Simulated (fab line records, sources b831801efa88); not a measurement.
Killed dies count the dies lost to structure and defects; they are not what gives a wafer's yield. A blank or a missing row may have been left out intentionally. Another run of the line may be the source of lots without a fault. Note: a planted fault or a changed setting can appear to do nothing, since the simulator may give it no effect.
One fault through the eyes of 2 desks | flow sky130 | each desk holds nothing but its own numbers, with what lay behind them at the end

== AT THE TOOL OWNER'S DESK: pvdSputter-04 ==
The tool's own readings at SKY_METAL5_SPUTTER_02 (material AlCu, target thk 1150 nm, time 61.2 s): means of the sampled wafers that have a number, for each lot that ran on this tool. Any lot whose mean is over 4 standard deviations away from the usual mean is out of limits and marked OUT; that distance is given in the brackets.
Columns: A = cathodeDcPowerW at SKY_METAL5_SPUTTER_02, usual 10600 W; B = throttleValvePct at SKY_METAL5_SPUTTER_02, usual 30.0 %
lot  | first seen here | A     | B
L607 | day 43 15:20    | 10602 | 30.6
L609 | day 44 06:29    | 10599 | 30.6
L612 | day 44 22:28    | 10601 | 30.3
L617 | day 46 07:06    | 10600 | 30.3
L619 | day 46 18:58    | 10601 | 29.6
L621 | day 47 05:40    | 10599 | 30.0
This desk's finding: nothing out of limits on any of the 6 lots.

== THE METROLOGY DESK ==
Lot by lot, what the gauges showed, no matter which tool ran the lot: averages of those sampled wafers that carry a number. Any lot whose mean is over 4 standard deviations away from the usual mean is out of limits and marked OUT; that distance is given in the brackets.
Columns: A = cdNm at SKY_METAL4_CD_MEAS_13, usual 299.8 nm; B = METAL5_ALCU_RS at SKY_METAL5_RS_MEAS_05, usual 0.02719 ohm/sq; C = METAL5_ALCU_THK at SKY_METAL5_THK_MEAS_06, usual 1133 nm
lot  | first seen here | A     | B                  | C
L606 | day 42 09:02    | 300.7 | 0.02745            | 1120
L607 | day 42 12:52    | 299.2 | 0.02740            | 1121
L609 | day 43 05:08    | 300.7 | 0.02754            | 1119
L612 | day 43 21:38    | 299.8 | 0.02681            | 1150
L617 | day 45 06:26    | 300.3 | 0.02911 (+6.6) OUT | 1067 (-4.7) OUT
L618 | day 45 13:52    | 298.8 | 0.02662            | 1154
L619 | day 45 19:10    | 298.5 | 0.03136 (+14) OUT  | 992 (-10) OUT
L621 | day 46 06:31    | 301.1 | 0.03321 (+21) OUT  | 928 (-15) OUT
L625 | day 47 06:44    | 299.5 | 0.02726            | 1131
L626 | day 47 10:34    | 300.4 | 0.02689            | 1144
Per this desk, out of limits: L617, L619, L621; the first was L617, day 46 07:13 (METAL5_ALCU_RS at SKY_METAL5_RS_MEAS_05). In limits: L606, L607, L609, L612, L618, L625, L626.

== ALL TOGETHER ==
L617, L619, L621 would have let the metrology desk raise an alarm at day 46 07:13.
The desk of the tool owner found nothing out of limits.
The tool owner's desk has L617, L619, L621 on record, within its limits.
Of the lots named, all ran SKY_METAL5_SPUTTER_02 on pvdSputter-04.

== WHAT THE SIMULATOR HAD PUT IN ==
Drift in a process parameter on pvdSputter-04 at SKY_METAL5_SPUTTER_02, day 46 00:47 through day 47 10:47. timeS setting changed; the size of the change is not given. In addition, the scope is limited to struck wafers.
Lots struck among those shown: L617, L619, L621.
Hours from the fault's start to each desk's first reading out of limits: the metrology desk, 6.
